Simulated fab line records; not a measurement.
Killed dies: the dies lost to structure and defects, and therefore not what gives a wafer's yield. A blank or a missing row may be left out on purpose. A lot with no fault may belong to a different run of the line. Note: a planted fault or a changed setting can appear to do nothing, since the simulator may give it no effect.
What tool caused it?	flow gf180mcu	39 wafers from 13 lots sampled at 4 of the route's 602 steps

## WHAT THE GAUGES READ, wafer by wafer
GF_SAB_THK_MEAS_01.
lot	measured	on	SAB_CVD_00_THK (nm)
L986	day 15 07:55	filmMetro-03	49.6 50.2 50.8
L987	day 15 19:55	filmMetro-04	49.4 49.0 50.2
L988	day 15 22:57	filmMetro-02	49.8 49.1 49.9
L990	day 16 23:38	filmMetro-02	49.4 49.8 50.6
L992	day 17 21:00	filmMetro-03	49.2 50.2 50.6
L993	day 18 03:43	filmMetro-04	49.4 50.4 50.7
L996	day 19 13:11	filmMetro-03	50.2 49.9 50.6
L997	day 20 02:17	filmMetro-04	50.6 50.5 51.3
L998	day 20 01:07	filmMetro-02	49.3 49.7 49.7
L999	day 20 06:30	filmMetro-02	49.2 49.4 49.7
L101	day 20 23:53	filmMetro-02	49.2 49.9 50.0
L103	day 21 15:48	filmMetro-02	49.0 50.3 50.9
L104	day 21 22:38	filmMetro-04	48.8 49.6 50.2

GF_CONTACT_THK_MEAS_01.
lot	measured	on	CONTACT_CVD_00_THK (nm)
L986	day 16 06:59	filmMetro-01	297.8 297.1 300.4
L987	day 16 19:40	filmMetro-03	295.1 300.6 299.3
L988	day 16 22:19	filmMetro-01	300.8 300.2 300.2
L990	day 18 00:31	filmMetro-01	301.2 301.6 302.2
L992	day 18 21:57	filmMetro-03	302.2 302.4 303.8
L993	day 19 04:41	filmMetro-02	305.6 304.0 303.4
L996	day 20 15:10	filmMetro-02	309.6 302.8 304.1
L997	day 21 03:50	filmMetro-01	302.7 301.1 298.7
L998	day 21 02:49	filmMetro-03	303.2 304.3 303.0
L999	day 21 07:14	filmMetro-01	304.4 305.6 301.3
L101	day 22 00:35	filmMetro-01	297.4 302.2 299.9
L103	day 22 16:18	filmMetro-01	305.8 304.4 303.0
L104	day 22 23:08	filmMetro-02	306.0 304.7 308.2

## TOOL THAT RAN EACH LOT (tool first, then ch and the chambers of the sampled wafers, then the start)
lot	GF_DNWELL_COAT_02	GF_DNWELL_STRIP_08
L986	lithoTrack-03 ch 0, day 3 03:47	plasmaAsher-01 ch 0,1, day 3 11:04
L987	lithoTrack-04 ch 0, day 3 08:16	plasmaAsher-03 ch 0,1, day 3 15:06
L988	lithoTrack-04 ch 0, day 3 14:16	plasmaAsher-01 ch 0, day 3 21:19
L990	lithoTrack-03 ch 0, day 4 02:20	plasmaAsher-01 ch 0,1, day 4 09:23
L992	lithoTrack-04 ch 0, day 4 12:04	plasmaAsher-01 ch 0,1, day 4 19:32
L993	lithoTrack-04 ch 0, day 4 17:09	plasmaAsher-01 ch 0,1, day 5 00:13
L996	lithoTrack-04 ch 0, day 5 12:52	plasmaAsher-04 ch 0,1, day 5 20:35
L997	lithoTrack-04 ch 0, day 5 17:55	plasmaAsher-04 ch 0,1, day 6 01:34
L998	lithoTrack-04 ch 0, day 5 21:34	plasmaAsher-01 ch 0,1, day 6 04:49
L999	lithoTrack-03 ch 0, day 6 03:31	plasmaAsher-01 ch 0,1, day 6 11:35
L101	lithoTrack-02 ch 0, day 6 13:47	plasmaAsher-04 ch 0,1, day 6 21:13
L103	lithoTrack-02 ch 0, day 7 01:47	plasmaAsher-01 ch 0,1, day 7 09:50
L104	lithoTrack-03 ch 0, day 7 04:49	plasmaAsher-01 ch 0, day 7 13:10
- GF_DNWELL_COAT_02: resist thk 3000 nm.
- GF_DNWELL_STRIP_08: strips in O2/N2.

## WHAT THE TOOLS THEMSELVES READ (means of the sampled wafers that have a number; where no wafer has one, the mark that the record gives instead)
GF_DNWELL_COAT_02.
lot	tool	spinSpeedRpm (rpm)
L986	lithoTrack-03	1998.0
L987	lithoTrack-04	1999.8
L988	lithoTrack-04	2000.8
L990	lithoTrack-03	1999.0
L992	lithoTrack-04	2000.0
L993	lithoTrack-04	1999.6
L996	lithoTrack-04	1861.9
L997	lithoTrack-04	1860.8
L998	lithoTrack-04	1862.0
L999	lithoTrack-03	1999.1
L101	lithoTrack-02	1999.7
L103	lithoTrack-02	2001.2
L104	lithoTrack-03	1997.9

GF_DNWELL_STRIP_08.
lot	tool	drypumpMotorCurrentA (A)	heaterPowerW (W)	oesProductAu (a.u.)	stripTimeToEndpointS (s)
L986	plasmaAsher-01	5.8	310	0.726	37.04
L987	plasmaAsher-03	5.9	337	0.722	36.97
L988	plasmaAsher-01	6.2	304	0.723	37.11
L990	plasmaAsher-01	5.5	322	0.727	36.85
L992	plasmaAsher-01	5.8	319	0.719	37.02
L993	plasmaAsher-01	5.5	332	0.720	37.11
L996	plasmaAsher-04	5.4	290	0.722	38.33
L997	plasmaAsher-04	5.6	304	0.724	38.28
L998	plasmaAsher-01	5.5	329	0.721	38.18
L999	plasmaAsher-01	5.8	314	0.722	36.96
L101	plasmaAsher-04	5.4	292	0.723	37.04
L103	plasmaAsher-01	5.5	329	0.718	36.96
L104	plasmaAsher-01	6.2	313	0.721	36.85

## THE ANSWER, worked out from the rows above alone
Rule: usual is defined by the lots themselves. Put in order of their means at a reading, lots are off if they are a third of the lots or fewer, leave a main group of 4 or more, and stand apart from it by a gap of 3 or more times the standard deviation of the main group's means; of several such gaps the widest counts. A main group whose means are all the same, to the digits that the tables above print for the reading, isn't used. Also off: a lot with no number at a reading for which 4 or more lots have one. Any other lot the step has rows for is counted as sound. Order of review: gauges by route order, followed by the tools' own readings, for which a lot's mean as printed above is used. At the first step where some lot is off, the reading lying furthest off is the one used; lots without a number count as furthest.
Off at GF_DNWELL_COAT_02 (spinSpeedRpm): L996, L997, L998. Main group: mean 1999.5 rpm, sd 1.
A tool fits if, at that step or a process step before it, it ran every lot that is off, and no sound lot after the first of them. One fits: lithoTrack-04 at GF_DNWELL_COAT_02. A fault onset in the window from L993 (day 4 17:09, its last sound lot) to L996 (day 5 12:52, its first lot off) fits.
The tool's own readings at GF_DNWELL_COAT_02 bear it out: on the lots that are off they differ by more than 5 times the standard deviation of the sound lots' means. spinSpeedRpm reads 1861.6 rpm there against 1999.5 rpm on the sound lots.

## WHAT HAD BEEN PUT IN BY THE SIMULATOR
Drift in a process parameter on lithoTrack-04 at GF_DNWELL_COAT_02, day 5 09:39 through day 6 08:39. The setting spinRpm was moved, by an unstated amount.
Shown lots that were struck: L996, L998, L997. This agrees with what the rule above found.
